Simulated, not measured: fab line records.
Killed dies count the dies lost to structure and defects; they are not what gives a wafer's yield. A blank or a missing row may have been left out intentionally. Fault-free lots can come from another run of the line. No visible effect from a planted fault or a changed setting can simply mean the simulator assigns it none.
Matching of chambers || flow sky130 || 4 sister chambers for SKY_FIELD_ISO_ETCH_17 on rie si-02
The step etches Si in HBr/Cl2/O2, target depth 342 nm, time 97.7 s. 7 wafers are shown with their chamber, then 9 later ones without.

## EACH WAFER AND ITS CHAMBER
{"wafer": "L240.1", "chamber": 2, "drypump motor current A (A)": 6.4, "HBr_flow_sccm (sccm)": 149.7}
{"wafer": "L242.5", "chamber": 2, "drypump motor current A (A)": 6.5, "HBr_flow_sccm (sccm)": 150.1}
{"wafer": "L248.4", "chamber": 3, "drypump motor current A (A)": 6.3, "HBr_flow_sccm (sccm)": 149.9}
{"wafer": "L248.5", "chamber": 1, "drypump motor current A (A)": 5.4, "HBr_flow_sccm (sccm)": 149.8}
{"wafer": "L249.1", "chamber": 1, "drypump motor current A (A)": 5.3, "HBr_flow_sccm (sccm)": 150.3}
{"wafer": "L249.3", "chamber": 0, "drypump motor current A (A)": 5.8, "HBr_flow_sccm (sccm)": 150.5}
{"wafer": "L249.4", "chamber": 3, "drypump motor current A (A)": 6.4, "HBr_flow_sccm (sccm)": 150.1}

## WAFERS WITH NO CHAMBER GIVEN
{"wafer": "L252.3", "drypump motor current A (A)": 6.5, "HBr_flow_sccm (sccm)": 149.6}
{"wafer": "L252.5", "drypump motor current A (A)": 6.5, "HBr_flow_sccm (sccm)": 150.4}
{"wafer": "L252.6", "drypump motor current A (A)": 6.2, "HBr_flow_sccm (sccm)": 150.2}
{"wafer": "L253.1", "drypump motor current A (A)": 5.8, "HBr_flow_sccm (sccm)": 150.2}
{"wafer": "L253.3", "drypump motor current A (A)": 6.4, "HBr_flow_sccm (sccm)": 149.7}
{"wafer": "L253.6", "drypump motor current A (A)": 5.3, "HBr_flow_sccm (sccm)": 149.8}
{"wafer": "L254.3", "drypump motor current A (A)": 6.3, "HBr_flow_sccm (sccm)": 149.9}
{"wafer": "L254.5", "drypump motor current A (A)": 6.5, "HBr_flow_sccm (sccm)": 150.3}
{"wafer": "L254.6", "drypump motor current A (A)": 6.3, "HBr_flow_sccm (sccm)": 149.9}

## EACH ONE'S CHAMBER
{"wafer": "L252.3", "from the rows above": "can't be placed: 2 or 3", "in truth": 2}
{"wafer": "L252.5", "from the rows above": "can't be placed: 2 or 3", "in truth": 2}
{"wafer": "L252.6", "from the rows above": "can't be placed: 3 or 2", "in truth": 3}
{"wafer": "L253.1", "from the rows above": 0, "in truth": 0}
{"wafer": "L253.3", "from the rows above": "can't be placed: 2 or 3", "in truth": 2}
{"wafer": "L253.6", "from the rows above": 1, "in truth": 1}
{"wafer": "L254.3", "from the rows above": "can't be placed: 3 or 2", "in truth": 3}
{"wafer": "L254.5", "from the rows above": "can't be placed: 2 or 3", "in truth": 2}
{"wafer": "L254.6", "from the rows above": "can't be placed: 3 or 2", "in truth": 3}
Placed correctly: 2 of 9. Not placeable from these rows: 7 (in 7, the candidates include the true chamber). 0 placed wrongly.
How it was worked out, from the rows above alone: a wafer's distance from a chamber is the root of the sum, over the readings, of the square of ((its reading less the chamber's mean) divided by the reading's scatter). The wafer belongs to the nearest chamber; if the next one is less than 2 further off, it can't be placed. A chamber's mean is the mean of its shown wafers. The scatter is the square root of a quotient: the sum, over the shown wafers, of each reading's squared deviation from its chamber's mean, divided by wafers minus chambers.
